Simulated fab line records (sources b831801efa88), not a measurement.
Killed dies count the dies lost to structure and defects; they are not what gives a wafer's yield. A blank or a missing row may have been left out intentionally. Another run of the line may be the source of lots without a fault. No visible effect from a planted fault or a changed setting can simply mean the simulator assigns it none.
Problem report, 8D (eight disciplines) form, completed by code | flow sky130 | the parts of the form that need people (team, actions taken, sign-off) are left out

== 1. THE ISSUE ==
Wafers free of any fault read 187.5 (standard deviation 1.5) for VT_ADJUST_LVTN_2_TW at SKY_VT_ADJUST_LVTN_TW_MEAS_21, against a mean of 203.6 on 3 wafers of 2 lots. That is +11 standard deviations from the usual mean.
First observed at day 11 08:46: wafer L548.3, on film-metro-04. The record holds 34 wafers of 12 lots with a number at this step. Rule for "out" (also "out of limits"): further than 4 standard deviations from the usual mean. All remaining wafers that have a number are taken as sound.

== 2. WHAT IT IS; WHAT IT IS NOT ==
question                    | is                           | is not
which readings at this step | VT_ADJUST_LVTN_2_TW          | -
which lots                  | L548, L551                   | L537, L538, L540, L541, L543, L554, L557, L558, L559, L560
which wafers of those lots  | L548.3, L548.4, L551.3       | L551.5
read on which gauges        | film-metro-01, film-metro-04 | film-metro-02
when                        | from day 11 08:46            | up to then (15 sound wafers); but 16 sound wafers of L551, L554, L557, L558, L559, L560 came after

== 3. THE SUSPECTS, EACH WITH WHAT RULES IT OUT ==
Counting: any tool at a process step up to the reading remains a suspect provided it ran every lot that is out. Sound lots after the first of them don't rule it out here, since some wafers of a struck lot are sound.
- the gauge at SKY_VT_ADJUST_LVTN_TW_MEAS_21 has been ruled out. The wafers that are out were read on 2 gauges (film-metro-01, film-metro-04).
- implanter-02 at SKY_VT_ADJUST_LVTN_IMPLANT_19: kept. Every lot that is out went through it, the first being L548 (day 11 08:33); the last sound lot it ran before that was L543 (day 9 08:44). Its own beam-on-s, faraday-current-uA readings are out on those wafers.
After counting, what remains is implanter-02 at SKY_VT_ADJUST_LVTN_IMPLANT_19.

== 4. THE CAUSE (what the simulator had put in) ==
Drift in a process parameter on implanter-02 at SKY_VT_ADJUST_LVTN_IMPLANT_19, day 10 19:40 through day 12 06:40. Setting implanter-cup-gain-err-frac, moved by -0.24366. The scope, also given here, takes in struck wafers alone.
This tool alone remained once counting was done.

== 5. SEQUENCE OF EFFECTS, ordered by route ==
One row per reading whose mean, taken over the struck wafers that have a number, lies over 3 standard deviations from the usual. Scope: only readings with a usual standard deviation given in the record; hours: median across lots of the time from each lot's start at the first step in this table that gives one to its start at this step; sigmas: change in usual standard deviations.
hours | step                          | reading             | usual   | on struck wafers | change | sigmas
0     | SKY_VT_ADJUST_LVTN_IMPLANT_19 | beam-on-s           | 10.03 s | 13.40            | +3.37  | +18
0     | SKY_VT_ADJUST_LVTN_IMPLANT_19 | faraday-current-uA  | 3.65    | 2.74             | -0.91  | -14
0     | SKY_VT_ADJUST_LVTN_TW_MEAS_21 | VT_ADJUST_LVTN_2_TW | 187.5   | 203.6            | +16.1  | +11
Its process steps:
- SKY_VT_ADJUST_LVTN_IMPLANT_19

== 6. HOW IT WOULD HAVE BEEN CAUGHT EARLIER ==
13 hours passed between the start of the fault at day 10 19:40 and the first reading out of limits at a measuring or inspecting step in this record, taken at day 11 08:46.
At SKY_VT_ADJUST_LVTN_IMPLANT_19, the tool's own readings (beam-on-s, faraday-current-uA) were out on each struck wafer the step has a row for, so an alarm limit on them would have fired on the first such wafer.
Lots out: 2; of these, L551 started SKY_VT_ADJUST_LVTN_IMPLANT_19 on implanter-02 after day 11 08:46. Putting the tool on hold at that point would have spared it.
